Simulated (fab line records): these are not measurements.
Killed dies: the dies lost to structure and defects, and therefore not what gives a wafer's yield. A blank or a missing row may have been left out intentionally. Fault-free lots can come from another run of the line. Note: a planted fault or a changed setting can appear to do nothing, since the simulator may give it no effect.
8D (eight disciplines) problem report, filled in by code ; flow sfqLine ; the parts of the form that need people (team, actions taken, sign-off) are left out

== 1. PROBLEM STATEMENT ==
spinSpeedRpm at SFQ_TRILAYER_M2_LITHO_COAT_057 reads a mean of 3251.4 rpm on 6 wafers of 2 lots; wafers without a fault read 3000.4 rpm with a standard deviation of 2.2. So: +99 or more standard deviations from the usual mean.
The step: resist thk 600 nm.
First seen on wafer L112.2, day 17 22:57, on lithoTrack-04. The record holds 18 wafers of 6 lots with a number at this step. Rule for "out" (also "out of limits"): further than 4 standard deviations from the usual mean. The other wafers with a number count as sound.

== 2. WHAT IT IS, WHAT IT ISN'T ==
question;is;is not
which readings at this step;spinSpeedRpm;-
which lots;L112, L114;L109, L113, L126, L128
which wafers of those lots;all that have a number;-
read on which tools;lithoTrack-04;lithoTrack-01
when;from day 17 22:57;"up to then (3 sound wafers); but 9 sound wafers of L113, L126, L128 came after"

== 3. WHAT RULES OUT EACH SUSPECT ==
Counting: any tool at a process step up to the reading is kept as a suspect provided that every lot that is out went through it and no sound lot did after the first of them.
- lithoTrack-04 at SFQ_TRILAYER_M2_LITHO_COAT_057 (resist thk 600 nm): ruled out as a lasting fault. The sound lots L128 went through it after L112, its earliest lot that is out (day 17 22:57).
Left after counting: nothing in the record.

== 4. THE CAUSE (what the simulator had put in) ==
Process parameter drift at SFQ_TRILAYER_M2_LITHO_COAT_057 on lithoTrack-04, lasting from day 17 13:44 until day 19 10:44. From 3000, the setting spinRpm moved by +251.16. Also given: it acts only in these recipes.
Counting ruled it out, wrongly.

== 5. THE EFFECT CHAIN, in route order ==
One row per reading whose mean, taken over the struck wafers that have a number, lies over 3 standard deviations from the usual. Only readings whose record carries a usual standard deviation are examined. hours: median over the lots of the time between each lot's start at the first step of this table that gives one and its start at this step. sigmas: the change, counted in usual standard deviations.
hours;step;reading;usual;on struck wafers;change;sigmas
0;SFQ_TRILAYER_M2_LITHO_COAT_057;spinSpeedRpm;3000.4 rpm;3251.4;+251.0;+99 or more
Its process steps:
- SFQ_TRILAYER_M2_LITHO_COAT_057: resist thk 600 nm.
Later steps that measure or inspect, where all struck wafers having a row at the step show a number for every such reading and not one has moved that far: SFQ_M2_OVL_MEAS_916.

== 6. HOW IT WOULD HAVE BEEN CAUGHT EARLIER ==
9 hours passed between the start of the fault at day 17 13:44 and the first reading out of limits in this record, taken at day 17 22:57.
